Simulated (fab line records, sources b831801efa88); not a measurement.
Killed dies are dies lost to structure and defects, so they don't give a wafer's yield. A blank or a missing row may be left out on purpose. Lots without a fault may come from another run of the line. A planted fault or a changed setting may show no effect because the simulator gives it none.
fab line records | flow gf180mcu
record lots=12 wafers=35 last_day=34
route steps=602 shown PSD@261 NSD@262 M1@320 V5@562
lots that met no fault: from a run of the same line without faults
start_h: hours from the record's first day to the start of the lot's first wafer shown | wait_h: hours since the lot's step before | " the same as in the row above | L1.1+2: a row that stands for several wafers | - no value, or no start given | * or withheld: withheld | < > ~ a bound
route shown NAME@n: a module of which the file shows steps, and the number in the route of the first | usual: mean/standard deviation of fault-free wafers | same: alike in all rows | chamber/n: place in a boat | sites: the reading at each site | _std_site: their standard deviation | _edge_site: outer sites' mean less inner sites' | radius_mm: how far each site lies from the wafer's centre | mask NAME#n: copy n | behind: the tool/chamber that last shaped the wafer | hold: why the lot was held/for how many hours/how that ended | device: the transistor (n, p or np) that didn't switch | end of line: the same wafers' tests at the end of the route | a step without rows: its recipe alone | killed: dies lost to structure and defects at the first sort, not the wafer's yield | map: a wafer's dies, x killed, . not, _ none there
set.NAME: the setting as run; set.NAME@STEP: as run at that earlier step | model.NAME: the simulator's own value behind a step, which no gauge read
steps of the route over a sample of lots; a table a step, a row a wafer
services: from which hour (start_h, from the record's first day; less than 0 if before it) a tool's chamber was out of use, for how many hours, and why
## steps
# step GF_PSD_RTA_13
# recipe temp_c=1025 time_s=20 ambient=N2
# usual lamp_power_pct=29.6/1.9 run_length_s=48.6/0.31 wafer_temp_C_max=1031.5/1.3
# columns lot.wafer tool chamber start_h wait_h lamp_power_pct run_length_s wafer_temp_C_max
L100.2 rtp_anneal-02 0 330.31 0.0 31.6 48.7 1033.2
L100.3 " 0 " " 31.7 48.8 1032.2
L100.4 " 0 " " 31.7 49.0 1032.2
L101.3 rtp_anneal-01 0 341.50 0.0 27.9 48.3 1032.7
L101.4 " 0 " " 27.8 48.5 1032.0
L101.5 " 0 " " 27.9 48.5 1031.7
L102.2 rtp_anneal-01 0 350.47 0.0 27.8 48.4 1030.5
L102.3 " 0 " " 27.9 48.5 1032.6
L102.6 " 0 " " 27.8 48.3 1031.0
L103.2 rtp_anneal-01 0 356.59 0.0 27.9 48.3 1032.1
L103.5 " 0 " " 27.9 48.3 1032.8
L103.6 " 0 " " 27.8 48.5 1033.0
L104.1 rtp_anneal-01 0 369.73 0.0 27.9 56.5 1032.3
L104.3 " 0 " " 27.9 48.2 1030.2
L104.4 " 0 " " 27.9 48.3 1032.6
L105.1 rtp_anneal-01 0 389.60 0.0 27.9 56.1 1031.0
L105.4 " 0 " " 27.9 48.6 1032.4
L116.1 rtp_anneal-01 0 467.81 0.0 27.9 48.4 1031.7
L116.2 " 0 " " 27.9 48.4 1030.6
L116.4 " 0 " " 27.9 48.2 1033.9
L117.2 rtp_anneal-01 0 475.01 0.0 27.9 48.9 1029.9
L117.3 " 0 " " 27.8 48.3 1033.8
L117.5 " 0 " " 27.9 48.2 1033.0
L118.2 rtp_anneal-01 0 482.82 0.0 27.9 48.2 1032.4
L118.5 " 0 " " 27.8 48.4 1031.0
L118.6 " 0 " " 27.8 48.5 1031.3
L120.1 rtp_anneal-02 0 501.09 0.0 31.7 48.9 1030.3
L120.2 " 0 " " 31.7 48.8 1030.5
L120.3 " 0 " " 31.8 48.9 1031.5
L121.1 rtp_anneal-02 0 508.65 0.0 31.7 48.7 1030.6
L121.2 " 0 " " 31.7 48.9 1032.2
L121.3 " 0 " " 31.6 48.7 1031.7
L122.1 rtp_anneal-01 0 513.50 0.0 27.8 48.3 1031.4
L122.4 " 0 " " 27.8 48.2 1031.8
L122.6 " 0 " " 27.9 48.5 1031.7
# step GF_PSD_RS_MEAS_14
# recipe thk_meas_gauge=four-point-probe
# usual NSD_RS=46.08/0.08
# columns lot.wafer tool chamber start_h wait_h NSD_RS[ohm/sq]
L100.2 film_metro-04 - 330.40 0.1 46.11
L100.3 " - " " 46.11
L100.4 " - " " 46.07
L101.3 film_metro-02 - 341.60 0.1 46.20
L101.4 " - " " 46.06
L101.5 " - " " 46.14
L102.2 film_metro-04 - 350.56 0.1 46.09
L102.3 " - " " 46.06
L102.6 " - " " 46.08
L103.2 film_metro-03 - 356.68 0.1 46.03
L103.5 " - " " 46.03
L103.6 " - " " 46.06
L104.1 film_metro-03 - 369.81 0.1 44.34
L104.3 " - " " 46.16
L104.4 " - " " 46.09
L105.1 film_metro-02 - 389.68 0.1 44.49
L105.4 " - " " 46.08
L116.1 film_metro-02 - 467.89 0.1 46.10
L116.2 " - " " 46.19
L116.4 " - " " 46.08
L117.2 film_metro-04 - 475.10 0.1 45.96
L117.3 " - " " 45.93
L117.5 " - " " 46.07
L118.2 film_metro-03 - 482.91 0.1 45.98
L118.5 " - " " 46.01
L118.6 " - " " 45.99
L120.1 film_metro-04 - 501.17 0.1 46.05
L120.2 " - " " 46.10
L120.3 " - " " 46.02
L121.1 film_metro-02 - 508.74 0.1 45.96
L121.2 " - " " 45.97
L121.3 " - " " 46.05
L122.1 film_metro-02 - 513.58 0.1 46.23
L122.4 " - " " 46.14
L122.6 " - " " 46.18
# step GF_PSD_RS_MEAS_15
# recipe thk_meas_gauge=four-point-probe
# usual PSD_RS=108.39/0.3
# columns lot.wafer tool chamber start_h wait_h PSD_RS[ohm/sq]
L100.2 film_metro-04 - 330.52 0.1 108.40
L100.3 " - " " 108.48
L100.4 " - " " 108.33
L101.3 film_metro-02 - 341.72 0.1 108.57
L101.4 " - " " 108.68
L101.5 " - " " 108.56
L102.2 film_metro-04 - 350.68 0.1 108.34
L102.3 " - " " 108.19
L102.6 " - " " 108.11
L103.2 film_metro-03 - 356.80 0.1 108.20
L103.5 " - " " 108.37
L103.6 " - " " 108.21
L104.1 film_metro-03 - 369.93 0.1 104.54
L104.3 " - " " 108.31
L104.4 " - " " 108.45
L105.1 film_metro-02 - 389.80 0.1 104.75
L105.4 " - " " 108.32
L116.1 film_metro-02 - 468.01 0.1 108.31
L116.2 " - " " 108.53
L116.4 " - " " 108.48
L117.2 film_metro-04 - 475.22 0.1 108.08
L117.3 " - " " 107.85
L117.5 " - " " 108.12
L118.2 film_metro-03 - 483.03 0.1 107.86
L118.5 " - " " 108.09
L118.6 " - " " 107.92
L120.1 film_metro-04 - 501.29 0.1 108.20
L120.2 " - " " 108.35
L120.3 " - " " 108.13
L121.1 film_metro-02 - 508.86 0.1 107.93
L121.2 " - " " 108.26
L121.3 " - " " 108.28
L122.1 film_metro-02 - 513.70 0.1 108.62
L122.4 " - " " 108.17
L122.6 " - " " 108.10
# step GF_M1_RS_MEAS_05
# recipe thk_meas_gauge=four-point-probe reads=TiN_of_M1_SPUTTER_04+Ti_of_M1_SPUTTER_03+AlCu_of_M1_SPUTTER_02+TiN_of_M1_SPUTTER_01+Ti_of_M1_SPUTTER_00
# usual M1_ALCU_RS=0.0695/0.00071
# columns lot.wafer tool chamber start_h wait_h M1_ALCU_RS[ohm/sq]
L100.2 film_metro-04 - 376.74 0.0 0.0696
L100.3 " - " " 0.0701
L100.4 " - " " 0.0699
L101.3 film_metro-03 - 389.06 0.1 0.0695
L101.4 " - " " 0.0692
L101.5 " - " " 0.0695
L102.2 film_metro-03 - 398.10 0.0 0.0700
L102.3 " - " " 0.0700
L102.6 " - " " 0.0704
L103.2 film_metro-02 - 405.33 0.0 0.0700
L103.5 " - " " 0.0701
L103.6 " - " " 0.0694
L104.1 film_metro-02 - 419.16 0.0 0.0702
L104.3 " - " " 0.0705
L104.4 " - " " 0.0695
L105.1 film_metro-04 - 440.67 0.0 0.0695
L105.4 " - " " 0.0698
L116.1 film_metro-02 - 519.11 0.0 0.0693
L116.2 " - " " 0.0698
L116.4 " - " " 0.0684
L117.2 film_metro-03 - 527.32 0.0 0.0687
L117.3 " - " " 0.0687
L117.5 " - " " 0.0691
L118.2 film_metro-04 - 532.35 0.0 0.0690
L118.5 " - " " 0.0690
L118.6 " - " " 0.0696
L120.1 film_metro-04 - 550.91 0.0 0.0700
L120.2 " - " " 0.0697
L120.3 " - " " 0.0694
L121.1 film_metro-03 - 558.07 0.0 0.0705
L121.2 " - " " 0.0688
L121.3 " - " " 0.0689
L122.1 film_metro-02 - 562.86 0.0 0.0693
L122.4 " - " " 0.0680
L122.6 " - " " 0.0683
# step GF_V5_SPUTTER_22
# recipe material=TiN target_thk_nm=10 chamber_pressure_pa=5 power_w=4000 time_s=40
# usual throttle_valve_pct=30.1/1.1
# columns lot.wafer tool chamber start_h wait_h throttle_valve_pct
L100.2 pvd_sputter-02 - 642.03 0.0 29.9
L100.3 " - " " 28.8
L100.4 " - " " 30.7
L101.3 pvd_sputter-01 - 653.24 0.0 33.3
L101.4 " - " " 30.6
L101.5 " - " " 30.6
L102.2 pvd_sputter-02 - 662.42 0.0 29.9
L102.3 " - " " 29.2
L102.6 " - " " 30.0
L103.2 pvd_sputter-04 - 666.79 0.0 29.9
L103.5 " - " " 29.9
L103.6 " - " " 30.2
L104.1 pvd_sputter-02 - 677.78 0.0 28.7
L104.3 " - " " 30.9
L104.4 " - " " 29.7
L105.1 pvd_sputter-01 - 694.41 0.0 30.1
L105.4 " - " " 30.1
L116.1 pvd_sputter-02 - 754.15 0.0 29.8
L116.2 " - " " 28.6
L116.4 " - " " 28.9
L117.2 pvd_sputter-02 - 762.30 0.0 28.4
L117.3 " - " " 29.4
L117.5 " - " " 28.8
L118.2 pvd_sputter-01 - 766.20 0.0 30.1
L118.5 " - " " 30.4
L118.6 " - " " 30.4
L120.1 pvd_sputter-02 - 778.53 0.0 29.9
L120.2 " - " " 29.2
L120.3 " - " " 30.9
L121.1 pvd_sputter-02 - 783.78 0.0 31.1
L121.2 " - " " 29.1
L121.3 " - " " 29.7
L122.1 pvd_sputter-01 - 786.23 0.0 30.3
L122.4 " - " " 32.9
L122.6 " - " " 30.2
# step GF_V5_CMP_26
# recipe stop_on=SiO2 down_force_psi=3.5 platen_rpm=60 t_overpolish_s=15 target_thk_nm=0 pad_velocity_m_s=0.94248
# usual motor_current_A=10.5/0.66 overpolish_run_s=14.999/0.0092 time_to_endpoint_s=85/3.3
# columns lot.wafer tool chamber start_h wait_h motor_current_A overpolish_run_s time_to_endpoint_s
L100.2 cmp-01 3 642.36 0.0 10.8 14.996 89
L100.3 " 0 " " 12.1 14.992 86
L100.4 " 2 " " 11.3 14.995 87
L101.4 cmp-02 1 653.57 0.0 10.6 14.992 88
L101.3 " 2 " " 11.4 14.996 84
L101.5 " 2 " " 11.0 14.989 87
L102.2 cmp-02 2 662.80 0.0 11.1 15.008 84
L102.3 " 1 " " 10.2 15.007 85
L102.6 " 3 " " 9.6 14.984 85
L103.2 cmp-01 1 667.17 0.1 9.5 15.008 87
L103.6 " 0 " " 11.9 14.991 78
L103.5 " 1 " " 10.3 15.016 85
L104.3 cmp-02 0 678.11 0.0 9.9 15.006 81
L104.4 " 2 " " 10.8 15.010 88
L104.1 " 3 " " 9.8 15.000 86
L105.4 cmp-01 1 694.79 0.1 10.1 14.993 87
L105.1 " 3 " " 10.5 15.003 80
L116.1 cmp-02 2 755.22 0.8 11.0 14.999 83
L116.4 " 3 " " 9.9 14.996 85
L116.2 " 1 " " 10.1 15.003 91
L117.2 cmp-02 2 762.78 0.2 10.8 15.012 82
L117.3 " 0 " " 10.2 14.994 82
L117.5 " 1 " " 10.3 15.011 87
L118.2 cmp-02 2 766.95 0.5 10.7 15.003 85
L118.6 " 0 " " 9.8 14.993 84
L118.5 " 1 " " 10.4 14.996 91
L120.1 cmp-01 2 778.86 0.1 10.2 15.007 79
L120.3 " 0 " " 11.6 15.014 89
L120.2 " 1 " " 9.4 14.992 89
L121.2 cmp-02 2 784.16 0.1 10.2 14.992 86
L121.1 " 3 " " 9.4 15.004 85
L121.3 " 0 " " 9.9 15.001 84
L122.4 cmp-01 1 786.56 0.0 10.3 15.009 87
L122.1 " 3 " " 10.9 15.008 84
L122.6 " 1 " " 10.0 15.002 86
## services
# columns tool chamber start_h hours kind
cmp-02 - 329.87 3.3 repair
cmp-02 - 330.27 1.6 repair
cmp-01 - 333.25 6.0 pm
cmp-02 - 342.72 2.6 repair
rtp_anneal-01 - 354.39 1.4 pm
cmp-02 - 387.36 2.6 repair
pvd_sputter-02 - 400.46 2.4 repair
cmp-01 - 404.22 4.0 pm
cmp-02 - 420.25 2.7 repair
cmp-01 - 448.24 4.1 pm
cmp-01 - 463.14 1.3 repair
cmp-02 - 464.34 3.3 repair
cmp-02 - 473.06 5.7 repair
pvd_sputter-02 - 490.01 0.5 repair
cmp-02 - 515.43 0.6 repair
cmp-01 - 572.26 0.3 repair
cmp-02 - 572.51 4.0 pm
cmp-01 - 586.73 2.3 repair
pvd_sputter-02 - 600.21 3.1 repair
cmp-02 - 636.89 0.7 repair
cmp-02 - 654.53 6.6 pm
pvd_sputter-02 - 678.66 1.8 repair
pvd_sputter-02 - 694.15 0.6 repair
pvd_sputter-02 - 733.24 1.2 repair
## key
first_sign step=GF_PSD_RTA_13 reading=run_length_s direction=up sigmas=24 usual=* struck=*
effect step=GF_PSD_RS_MEAS_14 reading=NSD_RS direction=down sigmas=21 usual=46.08 struck=44.41
effect step=GF_PSD_RS_MEAS_15 reading=PSD_RS direction=down sigmas=13 usual=108.39 struck=104.65
met_at GF_PSD_RTA_13
struck_lots L104,L105
struck_wafers L104.1,L105.1
tester_left_out L104,L105
not_acting_at GF_M1_RS_MEAS_05,GF_V5_SPUTTER_22,GF_V5_CMP_26
onset_between 356.59 369.73
fault kind=process_parameter_drift tool=rtp_anneal-01 chamber=- onset_h=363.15 steps=GF_PSD_RTA_13 channel=time_s offset=* shape=step end_h=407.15 scope=struck_wafers_only acts_in=* stated=*
# tester_left_out: of these lots the tester's yield and bins aren't shown, on N5 and GAA mostly nor the transistor test; their killed dies are dies lost to structure and defects alone, not to doping, threshold or leakage, so they don't give the yield
